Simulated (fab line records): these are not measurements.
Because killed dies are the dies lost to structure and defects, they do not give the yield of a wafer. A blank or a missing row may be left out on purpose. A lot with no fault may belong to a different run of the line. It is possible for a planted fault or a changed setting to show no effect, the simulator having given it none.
Comparing a struck lot with a sound one :: flow sfq line :: 21 out of 325 route steps
Sound: wafers L115.1, L115.2, L115.6. Wafers struck: L134.1, L134.4, L134.5. At the end, the cause is stated.
For every step that has rows: the tool of each side, followed by ch and its chambers, followed by its first start. Under that, the readings that differ: sound wafers :: struck wafers :: difference of the means :: sigmas: that difference in standard deviations of wafers without a fault.
alike: same words and numbers on both sides, and readings whose means sit less than 2 such deviations apart. not compared: any withheld reading, any reading some wafer has no value for, any bound like >300 that may hide the same value, and any number with overlapping values for which the record gives no deviation.
A row with sigmas, a row that says differs or no value, or rows on one side alone: a step with any of these is where the two part. Non-overlapping numbers with no deviation appear without sigmas and do not part them. A reading missing from all wafers of one side parts the sides only when that side holds two or more wafers.

first, 3 steps without rows for these wafers: SFQ_TRILAYER_M0_LITHO_EXPOSE_022 (exposes mask M0, target cd 500 nm); SFQ_TRILAYER_M0_LITHO_PEB_024 (peb time 60 s); SFQ_TRILAYER_M0_LITHO_DEVELOP_023 (time 60 s).
SFQ_M0_OVL_MEAS_906:
  sound on overlay-01, day 12 17:59; struck on overlay-02, day 19 23:23
  alike: M0_OVL
SFQ_TRILAYER_M0_BARC_OPEN_METAL_ETCH_031: etches BARC in O2, target depth 125 nm, time 41.7 s.
  sound on rie metal-02 ch 0,1, day 12 18:01; struck on rie metal-01 ch 0,1, day 19 23:25
  alike: drypump motor current A, oes product au, rf fwd power W
  not compared: rf hours counter h
SFQ_TRILAYER_M0_ETCH_METAL_ETCH_024: etches Nb in Cl2/Ar, stops on SiO2, target depth 240 nm, time 120 s.
  sound on rie metal-02 ch 0,1, day 12 18:04; struck on rie metal-01 ch 0,1, day 19 23:29
  alike: drypump motor current A, oes product au, rf fwd power W
  not compared: rf hours counter h
then, 2 steps without rows for these wafers: SFQ_TRILAYER_M0_STRIP_STRIP_025 (strips in O2); SFQ_TRILAYER_M0_STRIP_SOLV_CLEAN_026 (cleans in NMP, time 600 s).
SFQ_TRILAYER_I0_DEP_PECVD_027: deposits SiO2 from SiH4/N2O, time 111.11 s, target thk 500 nm.
  sound on pecvd-03 ch 1,2, day 12 18:58; struck on pecvd-04 ch 0,1,2, day 20 00:23
  alike: heater power w, rf fwd power W, throttle valve pct
SFQ_TRILAYER_I0_CMP_CMP_028: polishes SiO2.
  sound on cmp-01 ch 0,2, day 12 21:18; struck on cmp-02 ch 1,3, day 20 00:28
  alike: motor current A, platen rpm, time to endpoint s
SFQ_I0_BOW_MEAS_907:
  sound on film metro-01, day 12 23:48; struck on film metro-02, day 20 03:28
  alike: I0_BOW
SFQ_TRILAYER_I0_METRO_MEASURE_029:
  sound on film metro-01, day 12 23:55; struck on film metro-02, day 20 03:35
  alike: thk nm
SFQ_TRILAYER_I0_VIA_LITHO_COAT_036: resist thk 62 nm.
  sound on litho track-02 ch 0, day 13 01:07; struck on litho track-01 ch 0, day 20 04:47
reading: spin speed rpm (rpm)
sound: 3001.1 3003.0 3000.9
struck: 2839.1 2838.3 2840.0
difference: -162.5
sigmas: -71

reading: model.BARC_of_TRILAYER_I0_VIA_LITHO_COAT_036.thk nm (nm)
sound: 62.04 61.99 62.2
struck: 63.76 63.49 63.66
difference: +1.56
sigmas: 
  alike: exhaust pa
then, 5 steps without rows for these wafers: SFQ_TRILAYER_I0_VIA_LITHO_COAT_031 (resist thk 650 nm); SFQ_TRILAYER_I0_VIA_LITHO_SOFTBAKE_035; SFQ_TRILAYER_I0_VIA_LITHO_EXPOSE_032 (exposes mask I0, target cd 500 nm); SFQ_TRILAYER_I0_VIA_LITHO_PEB_034 (peb time 60 s); SFQ_TRILAYER_I0_VIA_LITHO_DEVELOP_033 (time 60 s).
-- the record jumps here: 6 days lie between the struck wafers' starts before and after --
SFQ_I0_OVL_MEAS_908:
  sound on overlay-01, day 18 16:59; struck on overlay-02, day 26 15:52
  alike: I0_OVL
SFQ_TRILAYER_I0_VIA_BARC_OPEN_VIA_ETCH_046: etches BARC in O2, target depth 125 nm, time 41.7 s.
  sound on rie diel-01 ch 1,2, day 18 17:02; struck on rie diel-04 ch 0,2,3, day 26 15:53
reading: model.etch.depth nm (nm)
sound: 62.04 61.99 62.2
struck: 63.76 63.49 63.66
difference: +1.56
sigmas: 
  alike: drypump motor current A, oes product au, rf fwd power W
  not compared: rf hours counter h
then, 1 step without rows for these wafers: SFQ_TRILAYER_I0_VIA_ETCH_VIA_ETCH_034 (etches SiO2 in CHF3, stops on Nb, target depth 260 nm).

## WHERE THEY PART
SFQ_TRILAYER_I0_VIA_LITHO_COAT_036 only, going by this record. Later steps at which nothing parts them and some readings are alike: SFQ_I0_OVL_MEAS_908, SFQ_TRILAYER_I0_VIA_BARC_OPEN_VIA_ETCH_046.

WHY: what had been put in by the simulator
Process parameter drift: litho track-01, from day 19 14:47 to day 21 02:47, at SFQ_TRILAYER_I0_VIA_LITHO_COAT_036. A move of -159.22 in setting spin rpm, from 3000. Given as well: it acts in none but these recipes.
